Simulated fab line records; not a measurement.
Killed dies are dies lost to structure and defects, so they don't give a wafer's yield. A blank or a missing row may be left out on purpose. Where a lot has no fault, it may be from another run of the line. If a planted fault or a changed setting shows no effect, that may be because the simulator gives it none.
Struck lot and sound lot, side by side | flow sky130 | 14 out of 708 route steps
Sound: these wafers, L768.1, L768.4, L768.5. The struck wafers were L759.2, L759.4, L759.5. The cause is named last.
At each step with rows: each side's tool, then ch and its chambers, then its first start. Under that, the readings that differ: sound wafers | struck wafers | difference of the means | sigmas: that difference in standard deviations of wafers without a fault.
alike: a reading whose means differ by less than 2 such deviations, as well as words and numbers matching on both sides. not compared: withheld readings; readings where some wafer has no value; bounds like >300 that might hide an equal value; numbers whose values overlap and for which the record gives no deviation.
Wherever a step has rows on one side only, a row that says differs or no value, or a row with sigmas, the two part there. Numbers that don't overlap but have no deviation are shown without sigmas and don't part them. A reading that every wafer of one side lacks parts them only if that side has two wafers or more.

first, 6 steps without rows for these wafers: SKY_LDD_N_IMPLANT_10; SKY_LDD_N_IMPLANT_11; SKY_LDD_N_IMPLANT_12; SKY_LDD_N_IMPLANT_13; SKY_LDD_N_IMPLANT_14; SKY_LDD_N_IMPLANT_15.
SKY_LDD_N_STRIP_16: strips in O2/N2.
  sound on plasma asher-02 ch 0, day 23 17:42; struck on plasma asher-01 ch 0,1, day 20 07:02
  alike: drypump motor current A, oes product au, strip time to endpoint s
  not compared: rf hours counter h
SKY_LDD_N_TW_MEAS_17:
  struck on film metro-04, day 20 07:09; sound on film metro-01, day 23 17:48
  alike: LDD_N_TW
then, 4 steps without rows for these wafers: SKY_LDD_P_DEHYDRATE_00 (time 60 s); SKY_LDD_P_HMDS_01 (prime time 60 s); SKY_LDD_P_COAT_02 (resist thk 1140 nm); SKY_LDD_P_SOFTBAKE_03 (time 60 s).
SKY_LDD_P_EXPOSE_04: exposes mask PSDM, target cd 380 nm.
  struck on iline stepper-02, day 20 23:25; sound on iline stepper-01 ch 0, day 24 08:09
  no value came back on the struck wafers for exposure dose mJ cm2, focus offset nm (nm); on the sound wafers exposure dose mJ cm2 reads 138.11 137.87 137.71
  alike: mask
after that, 1 step had no rows for these wafers: SKY_LDD_P_PEB_05.

== WHERE THEY PART ==
At SKY_LDD_P_EXPOSE_04 and nowhere else, as far as this record goes.

WHY: what had been put in by the simulator
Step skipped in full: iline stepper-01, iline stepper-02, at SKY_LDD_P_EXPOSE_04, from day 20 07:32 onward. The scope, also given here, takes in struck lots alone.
